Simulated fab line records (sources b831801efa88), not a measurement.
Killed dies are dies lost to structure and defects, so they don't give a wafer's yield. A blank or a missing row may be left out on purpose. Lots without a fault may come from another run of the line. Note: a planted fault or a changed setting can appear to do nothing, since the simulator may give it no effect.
fab line records	flow sky130
[record] lots = 7	wafers = 21	lastDay = 50
route steps=708 shown GATE_OXIDE@191 POLY_GATE@204 PAD_OPEN@708
lots with no fault: from the same line, run without faults
startH: hours from the record's first day to the start of the lot's first wafer shown	waitH: hours elapsed since this lot's preceding step	" the same as in the row above	L1.1+2: several wafers, shown together as one row	- either no value or no given start	* or withheld: withheld	< > ~ a bound
route shown NAME@n: NAME is a module with steps in the file, n the number in the route of the first one	usual: the fault-free wafers' mean and standard deviation	same: alike in all rows	chamber/n: place in a boat	sites: the reading at each site	_std_site: how widely they spread, as a standard deviation	_edge_site: mean of outer sites minus mean of inner sites	radiusMm: for every site, how far away it sits from the centre of the wafer	mask NAME#n: copy n	behind: the last tool/chamber to shape the wafer	hold: the reason the lot was held/the length of the hold in hours/how it ended	device: whichever transistor did not switch (one of n, p or np)	end of line: the tests these same wafers got at the end of their route	step lacking rows: just its recipe	killed: not the wafer's yield, but the dies lost to structure and defects at the first sort	map: dies across one wafer; x = killed, . = not, _ = none there
set.NAME: the setting as run; set.NAME@STEP: as run at that earlier step	model.NAME: the simulator's own value behind a step, which no gauge read
a table for each step, a row for each wafer; lots at some steps of the route
services: when a tool's chamber went out of use (startH, in hours from the record's first day, below 0 if earlier), for how many hours, and the reason
[[steps]]
[step SKY_GATE_OXIDE_HMDS_04]
[recipe] primeTimeS = 60	primeTempC = 120
[step SKY_GATE_OXIDE_COAT_05]
[recipe] resist = NOVOLAK	spinRpm = 3000	resistThkNm = 1140
[step SKY_GATE_OXIDE_SOFTBAKE_06]
[recipe] tempC = 90	timeS = 60	resist = NOVOLAK
[step SKY_GATE_OXIDE_EXPOSE_07]
[recipe] maskId = LVOM	na = 0.6	sourceShape = conventional	sigmaOuter = 0.6	polarization = unpolarized	targetCdNm = 600	doseMj = 170
[step SKY_GATE_OXIDE_PEB_08]
[recipe] tempC = withheld	timeS = *	resist = NOVOLAK
[step SKY_GATE_OXIDE_DEVELOP_09]
[recipe] resist = NOVOLAK	developer = TMAH	developTimeS = 60	devTempC = 23
[step SKY_GATE_OXIDE_OVL_MEAS_10]
[usual] GATE_OXIDE_OVL = 0.7/1.3
lot.wafer	tool	chamber	startH	waitH	GATE_OXIDE_OVL[nm]
L431.1	overlay-01	-	332.77	0.1	0.1
L431.2	"	-	"	"	0.0
L431.6	"	-	"	"	-0.7
L432.1	overlay-02	-	337.48	0.1	-0.1
L432.2	"	-	"	"	-1.0
L432.4	"	-	"	"	0.0
L435.4	overlay-02	-	372.58	0.1	0.2
L435.5	"	-	"	"	0.6
L435.6	"	-	"	"	1.7
L445.2	overlay-02	-	450.24	0.1	2.3
L445.3	"	-	"	"	3.3
L445.6	"	-	"	"	1.6
L447.1	overlay-01	-	467.86	0.1	-0.9
L447.4	"	-	"	"	0.5
L447.6	"	-	"	"	-0.1
L448.1	overlay-02	-	475.58	0.1	-0.7
L448.2	"	-	"	"	-0.4
L448.4	"	-	"	"	-0.7
L450.2	overlay-01	-	501.22	0.1	2.2
L450.4	"	-	"	"	1.0
L450.6	"	-	"	"	2.6
[step SKY_GATE_OXIDE_IMPLANT_11]
[recipe] species = B	energyKev = 10	doseCm2 = 2.6e+12	tiltDeg = withheld
[step SKY_GATE_OXIDE_WET_ETCH_12]
[recipe] chemistry = dHF	targetDepthNm = 16.8	dry = n2Spin	target = SiO2	dilution = 100:1	tempC = 25	timeS = 336
[step SKY_GATE_OXIDE_STRIP_13]
[recipe] chemistry = O2/N2	powerW = 1400	pressureMtorr = 1500	platenTempC = withheld	o2FlowSccm = 3000	n2FlowSccm = 300	overashFraction = 0.5
[usual] drypumpMotorCurrentA = 6.0/0.79	o2FlowSccm = 3002/8.9	oesProductAu = 0.715/0.0046	stripTimeToEndpointS = 14.19/0.046
lot.wafer	tool	chamber	startH	waitH	drypumpMotorCurrentA	o2FlowSccm	oesProductAu	rfHoursCounterH	stripTimeToEndpointS
L431.1	plasmaAsher-04	0	333.07	0.0	6.4	3010	0.725	21	14.20
L431.2	"	1	"	"	4.7	2991	0.712	21	14.20
L431.6	"	0	"	"	6.3	3004	0.722	-	14.16
L432.1	plasmaAsher-04	1	337.78	0.0	4.7	2978	0.708	22	14.11
L432.2	"	0	"	"	6.3	3015	0.712	22	14.09
L432.4	"	1	"	"	4.8	3004	0.714	-	14.09
L435.4	plasmaAsher-04	0	372.88	0.0	6.3	3002	0.711	-	14.20
L435.5	"	0	"	"	6.3	3005	0.712	-	14.19
L435.6	"	1	"	"	4.7	2981	0.714	-	14.23
L445.2	plasmaAsher-02	1	450.53	0.0	5.0	2995	0.713	65	14.17
L445.3	"	1	"	"	5.0	3000	0.709	-	14.21
L445.6	"	0	"	"	4.8	2981	0.712	-	14.21
L447.1	plasmaAsher-04	1	468.16	0.0	4.8	2991	0.704	34	14.24
L447.4	"	0	"	"	6.3	2997	0.709	-	14.27
L447.6	"	0	"	"	6.3	2996	0.717	-	14.29
L448.1	plasmaAsher-03	1	476.01	0.0	6.7	2995	0.721	78	14.20
L448.2	"	0	"	"	6.4	2991	0.720	78	14.18
L448.4	"	0	"	"	6.5	3006	0.721	-	14.17
L450.2	plasmaAsher-02	1	501.52	0.0	5.1	2992	0.710	70	14.20
L450.4	"	1	"	"	5.1	2985	0.720	-	14.27
L450.6	"	1	"	"	5.1	2984	0.719	-	14.22
[step SKY_GATE_OXIDE_TW_MEAS_14]
[usual] GATE_OXIDE_TW = 223.8/1.2
lot.wafer	tool	chamber	startH	waitH	GATE_OXIDE_TW
L431.1	filmMetro-04	-	333.17	0.1	223.6
L431.2	"	-	"	"	223.7
L431.6	"	-	"	"	223.9
L432.1	filmMetro-02	-	337.88	0.1	224.1
L432.2	"	-	"	"	225.0
L432.4	"	-	"	"	222.8
L435.4	filmMetro-03	-	372.98	0.1	221.7
L435.5	"	-	"	"	222.5
L435.6	"	-	"	"	223.3
L445.2	filmMetro-03	-	450.64	0.1	223.2
L445.3	"	-	"	"	223.9
L445.6	"	-	"	"	222.7
L447.1	filmMetro-04	-	468.26	0.1	223.9
L447.4	"	-	"	"	224.3
L447.6	"	-	"	"	223.4
L448.1	filmMetro-04	-	476.11	0.1	222.5
L448.2	"	-	"	"	224.3
L448.4	"	-	"	"	223.3
L450.2	filmMetro-02	-	501.63	0.1	224.6
L450.4	"	-	"	"	223.4
L450.6	"	-	"	"	223.1
[step SKY_GATE_OXIDE_CLEAN_15]
[recipe] chemistry = SC1/SC2	mix = 1:4:20	tempC = 70	timeS = 150	dry = n2Spin
[step SKY_GATE_OXIDE_OXIDATION_16]
[recipe] tempC = 800	ambient = O2	idleTempC = 700	rampUpCPerMin = 10	rampDownCPerMin = 3	stabiliseS = 600	purgeS = 300	targetThkA = 35.7	oxTimeS = 1915
[usual] zonePowerBottomPct = 21.3/1.4
lot.wafer	tool	chamber	startH	waitH	zonePowerBottomPct	model.SiO2_of_GATE_OXIDE_OXIDATION_01.thkNm
L431.1	furnace-02	0	334.48	1.2	20.0	12.6
L431.2	"	0	"	"	20.0	12.54
L431.6	"	0	"	"	19.8	12.51
L432.1	furnace-02	0	338.92	0.9	19.9	12.42
L432.2	"	0	"	"	19.6	12.17
L432.4	"	0	"	"	20.1	12.43
L435.4	furnace-02	0	373.06	0.0	20.2	12.64
L435.5	"	0	"	"	19.9	12.62
L435.6	"	0	"	"	19.9	12.58
L445.2	furnace-02	0	451.99	1.2	19.8	11.63
L445.3	"	0	"	"	19.5	11.71
L445.6	"	0	"	"	19.9	11.85
L447.1	furnace-02	0	468.51	0.1	20.1	11.84
L447.4	"	0	"	"	20.1	11.84
L447.6	"	0	"	"	19.9	11.69
L448.1	furnace-02	0	476.22	0.0	20.0	11.47
L448.2	"	0	"	"	20.3	11.48
L448.4	"	0	"	"	20.2	11.56
L450.2	furnace-01	0	501.74	0.0	22.9	11.65
L450.4	"	0	"	"	22.8	11.71
L450.6	"	0	"	"	23.0	11.66
[step SKY_POLY_GATE_CVD_00]
[recipe] material = poly-Si	targetThkNm = 180	tempC = 620	timeS = 720	pressureMtorr = 200
[step SKY_PAD_OPEN_PROBE_99]
[usual] killed_at_M0_to_M3 = 42/7	killed_at_M4_up = 2.8/1.8	killedAtContacts = 24/5.8	killedAtFrontEnd = 15/4.8	killedAtOther = 0.3/0.56	killedDies = 84/11	killedOpen = 46/7.8	killedShort = 38/6.3
[same] grossDies = 492	killedAtBackSide = 0
lot.wafer	tool	chamber	startH	waitH	killed_at_M0_to_M3	killed_at_M4_up	killedAtContacts	killedAtFrontEnd	killedAtOther	killedDies	killedOpen	killedShort	model.etest.nfet_16v.rOnOhmUm	model.etest.pfet_16v.rOnOhmUm	model.etest.pfetG5v0d10v5.rOnOhmUm	model.etest.pfet_01v8.rOnOhmUm	model.etest.tipSonos.rsOhmSq	model.etest.nfetG5v0d10v5.rOnOhmUm	model.etest.nfet_01v8.rOnOhmUm	model.etest.nfet_01v8_lvt.driveUaUm
L431.1	prober-02	-	1096.35	0.1	44	5	26	7	0	82	49	33	1.468e+04	1.561e+04	5189	3228	2859	2060	953.2	501.5
L431.2	prober-02	-	1096.40	0.1	46	3	27	10	0	86	49	37	1.482e+04	1.606e+04	5298	3224	2838	2048	948	509.8
L431.6	prober-02	-	1096.60	0.2	50	7	22	12	0	91	51	40	1.47e+04	1.57e+04	5231	3195	2807	2045	955.2	499.7
L432.1	prober-01	-	1103.30	0.1	38	4	15	20	1	78	37	40	1.496e+04	1.628e+04	5304	3237	2884	2063	950	498.2
L432.2	prober-01	-	1103.35	0.1	41	3	20	17	0	81	49	32	1.469e+04	1.579e+04	5171	3158	2810	2010	934.4	512
L432.4	prober-01	-	1103.45	0.2	43	3	25	9	1	81	51	29	1.493e+04	1.618e+04	5328	3273	2842	2079	956.7	499.9
L435.4	prober-02	-	1123.05	0.2	38	3	29	14	0	84	46	38	1.534e+04	1.61e+04	5254	3294	2901	2094	984	491.9
L435.5	prober-02	-	1123.10	0.2	46	0	24	6	0	76	50	26	1.532e+04	1.586e+04	5259	3302	2861	2080	991	489.1
L435.6	prober-02	-	1123.15	0.2	41	5	35	9	0	90	55	35	1.529e+04	1.595e+04	5203	3272	2879	2048	951.1	499.9
L445.2	prober-02	-	1170.99	0.1	46	0	25	26	0	97	59	38	1.418e+04	1.51e+04	4606	2724	2658	1858	819.1	583
L445.3	prober-02	-	1171.04	0.2	47	5	25	16	0	93	53	40	1.418e+04	1.498e+04	4612	2738	2674	1866	809.9	591
L445.6	prober-02	-	1171.19	0.2	34	3	13	18	0	68	37	31	1.416e+04	1.544e+04	4712	2760	2705	1877	834.2	575
L447.1	prober-02	-	1182.35	0.1	33	1	24	16	1	75	50	25	1.414e+04	1.537e+04	4898	2931	2782	1914	852.7	562.2
L447.4	prober-02	-	1182.50	0.2	44	0	22	18	0	84	49	35	1.401e+04	1.503e+04	4756	2908	2778	1886	855.7	555
L447.6	prober-02	-	1182.60	0.2	40	4	24	24	1	93	44	49	1.398e+04	1.529e+04	4811	2859	2760	1892	836.1	571.4
L448.1	prober-01	-	1187.21	0.1	44	4	16	4	0	68	34	34	1.367e+04	1.481e+04	4722	2860	2667	1859	841.3	567.2
L448.2	prober-01	-	1187.26	0.1	30	1	16	17	0	64	27	37	1.396e+04	1.536e+04	4746	2948	2645	1863	871.5	548.7
L448.4	prober-01	-	1187.36	0.2	43	2	27	15	0	87	53	34	1.388e+04	1.49e+04	4668	2850	2674	1856	826.2	573.7
L450.2	prober-01	-	1201.65	0.1	38	1	28	6	2	75	45	28	1.365e+04	1.557e+04	4916	3064	2675	1893	890.7	537.6
L450.4	prober-01	-	1201.75	0.2	29	2	21	10	1	63	30	32	1.385e+04	1.557e+04	4902	3087	2672	1876	896.7	532.5
L450.6	prober-01	-	1201.85	0.2	47	0	24	12	0	83	46	37	1.367e+04	1.532e+04	4887	3042	2629	1892	886.2	544.1
// killed by level:class
L431.1 CONTACT:geometricParticle:open=13 VIA1:geometricParticle:open=11 VIA3:geometricParticle:open=7 LI_CONTACT:geometricParticle:open=5 METAL2:geometricParticle:short=5 VIA2:geometricParticle:open=5 LOCAL_INTERCONNECT:geometricParticle:short=4 METAL4:geometricParticle:short=4
L431.2 VIA3:geometricParticle:open=10 VIA1:geometricParticle:open=8 LOCAL_INTERCONNECT:geometricParticle:short=8 CONTACT:geometricParticle:open=8 METAL1:geometricParticle:short=7 VIA2:geometricParticle:open=7 CONTACT:geometricParticle:short=5 POLY_GATE:geometricParticle:open=3
L431.6 CONTACT:geometricParticle:open=12 VIA2:geometricParticle:open=11 VIA1:geometricParticle:open=7 VIA3:geometricParticle:open=7 METAL4:geometricParticle:short=7 METAL1:geometricParticle:short=6 LI_CONTACT:geometricParticle:open=5 METAL2:geometricParticle:short=5
L432.1 VIA1:geometricParticle:short=10 VIA2:geometricParticle:open=7 FIELD_ISO:geometricParticle:short=6 FIELD_ISO:geometricParticle:open=6 VIA1:geometricParticle:open=6 POLY_GATE:geometricParticle:open=5 LOCAL_INTERCONNECT:geometricParticle:short=5 CONTACT:geometricParticle:open=4
L432.2 VIA3:geometricParticle:open=10 VIA1:geometricParticle:open=9 POLY_GATE:geometricParticle:open=7 LI_CONTACT:geometricParticle:open=6 VIA2:geometricParticle:open=5 LOCAL_INTERCONNECT:geometricParticle:short=5 CONTACT:geometricParticle:open=5 METAL1:geometricParticle:short=4
L432.4 VIA2:geometricParticle:open=9 CONTACT:geometricParticle:open=8 VIA1:geometricParticle:open=8 METAL2:geometricParticle:short=8 CONTACT:geometricParticle:short=6 LI_CONTACT:geometricParticle:open=6 METAL1:geometricParticle:open=5 LOCAL_INTERCONNECT:geometricParticle:short=3
L435.4 LI_CONTACT:geometricParticle:open=8 VIA2:geometricParticle:open=8 VIA1:geometricParticle:open=7 VIA1:geometricParticle:short=6 CONTACT:geometricParticle:short=6 LOCAL_INTERCONNECT:geometricParticle:short=5 CONTACT:geometricParticle:open=5 FIELD_ISO:geometricParticle:open=3
L435.5 VIA1:geometricParticle:open=15 CONTACT:geometricParticle:open=11 VIA3:geometricParticle:open=6 LI_CONTACT:geometricParticle:open=5 METAL2:geometricParticle:short=5 VIA2:geometricParticle:open=4 FIELD_ISO:geometricParticle:open=3 CONTACT:geometricParticle:short=3
L435.6 LI_CONTACT:geometricParticle:open=14 VIA3:geometricParticle:open=10 CONTACT:geometricParticle:open=9 VIA1:geometricParticle:open=9 METAL2:geometricParticle:short=8 FIELD_ISO:geometricParticle:short=4 LOCAL_INTERCONNECT:geometricParticle:short=4 CONTACT:geometricParticle:short=4
L445.2 VIA1:geometricParticle:open=11 CONTACT:geometricParticle:open=10 POLY_GATE:geometricParticle:open=8 LI_CONTACT:geometricParticle:open=7 METAL2:geometricParticle:short=7 FIELD_ISO:geometricParticle:open=6 CONTACT:geometricParticle:short=6 VIA2:geometricParticle:open=6
L445.3 VIA2:geometricParticle:open=19 CONTACT:geometricParticle:open=8 CONTACT:geometricParticle:short=6 POLY_GATE:geometricParticle:open=5 VIA1:geometricParticle:open=5 METAL4:geometricParticle:short=5 LI_CONTACT:geometricParticle:open=4 METAL1:geometricParticle:short=4
L445.6 VIA3:geometricParticle:open=9 CONTACT:geometricParticle:open=8 FIELD_ISO:geometricParticle:short=5 METAL1:geometricParticle:short=5 VIA1:geometricParticle:open=5 VIA2:geometricParticle:open=4 METAL2:geometricParticle:short=4 SONOS_ONO:geometricParticle:short=3
L447.1 CONTACT:geometricParticle:open=10 VIA1:geometricParticle:open=8 LI_CONTACT:geometricParticle:open=7 FIELD_ISO:geometricParticle:open=5 METAL2:geometricParticle:short=5 VIA2:geometricParticle:open=5 POLY_GATE:geometricParticle:short=4 LI_CONTACT:geometricParticle:short=3
L447.4 VIA1:geometricParticle:open=11 VIA3:geometricParticle:open=10 LI_CONTACT:geometricParticle:open=8 CONTACT:geometricParticle:open=6 METAL2:geometricParticle:short=5 FIELD_ISO:geometricParticle:open=4 VIA1:geometricParticle:short=4 POLY_GATE:geometricParticle:open=4
L447.6 CONTACT:geometricParticle:open=9 CONTACT:geometricParticle:short=7 VIA2:geometricParticle:open=7 VIA3:geometricParticle:short=7 FIELD_ISO:geometricParticle:short=6 FIELD_ISO:geometricParticle:open=6 LI_CONTACT:geometricParticle:open=5 VIA1:geometricParticle:short=5
L448.1 VIA1:geometricParticle:short=9 VIA1:geometricParticle:open=8 VIA2:geometricParticle:open=8 CONTACT:geometricParticle:open=5 LOCAL_INTERCONNECT:geometricParticle:short=4 METAL2:geometricParticle:short=4 LI_CONTACT:geometricParticle:open=3 CONTACT:geometricParticle:short=3
L448.2 METAL2:geometricParticle:short=7 POLY_GATE:geometricParticle:open=6 POLY_GATE:geometricParticle:short=5 VIA1:geometricParticle:open=5 VIA2:geometricParticle:open=5 LI_CONTACT:geometricParticle:short=4 CONTACT:geometricParticle:open=4 LI_CONTACT:geometricParticle:open=3
L448.4 CONTACT:geometricParticle:open=12 VIA1:geometricParticle:open=10 VIA2:geometricParticle:open=9 LI_CONTACT:geometricParticle:open=8 METAL1:geometricParticle:short=8 POLY_GATE:geometricParticle:short=7 VIA3:geometricParticle:open=4 POLY_GATE:geometricParticle:open=3
L450.2 VIA1:geometricParticle:open=12 LI_CONTACT:geometricParticle:open=9 CONTACT:geometricParticle:open=9 CONTACT:geometricParticle:short=5 METAL1:geometricParticle:short=4 METAL2:geometricParticle:short=4 VIA2:geometricParticle:open=4 VIA2:geometricParticle:short=4
L450.4 LI_CONTACT:geometricParticle:open=9 CONTACT:geometricParticle:open=7 METAL1:geometricParticle:short=5 VIA1:geometricParticle:open=5 VIA1:geometricParticle:short=4 METAL2:geometricParticle:short=4 VIA2:geometricParticle:short=4 CONTACT:geometricParticle:short=3
L450.6 VIA1:geometricParticle:open=9 CONTACT:geometricParticle:open=8 METAL1:geometricParticle:short=8 VIA3:geometricParticle:open=7 METAL2:geometricParticle:short=7 LI_CONTACT:geometricParticle:open=6 CONTACT:geometricParticle:short=5 VIA2:geometricParticle:open=5
[[services]]
tool	chamber	startH	hours	kind
furnace-02	-	313.60	3.3	pm
furnace-01	-	425.61	3.2	pm
plasmaAsher-04	-	443.65	4.9	repair
furnace-02	-	477.75	3.2	pm
plasmaAsher-04	-	479.68	7.1	repair
furnace-02	-	481.01	3.8	pm
[[key]]
firstSign none at tools or gauges
[modelEffect] step = SKY_GATE_OXIDE_OXIDATION_16	value = SiO2_of_GATE_OXIDE_OXIDATION_01.thkNm	without = 11.66	struck = 12.5
[modelEffect] step = SKY_PAD_OPEN_PROBE_99	value = etest.nfet_16v.rOnOhmUm	without = 1.417e+04	struck = 1.497e+04
metAt SKY_GATE_OXIDE_OXIDATION_16
struckWafers L431.1,L431.2,L431.6,L432.1,L432.2,L432.4,L435.4,L435.5,L435.6
testerLeftOut L431,L432,L435
[fault] kind = processParameterDrift	tool = furnace-02	chamber = -	onsetH = 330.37	steps = SKY_GATE_OXIDE_OXIDATION_16	channel = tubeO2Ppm	offset = 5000	shape = step	endH = 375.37
// testerLeftOut: of these lots the tester's yield and bins aren't shown, on N5 and GAA mostly nor the transistor test; their killed dies are dies lost to structure and defects alone, not to doping, threshold or leakage, so they don't give the yield
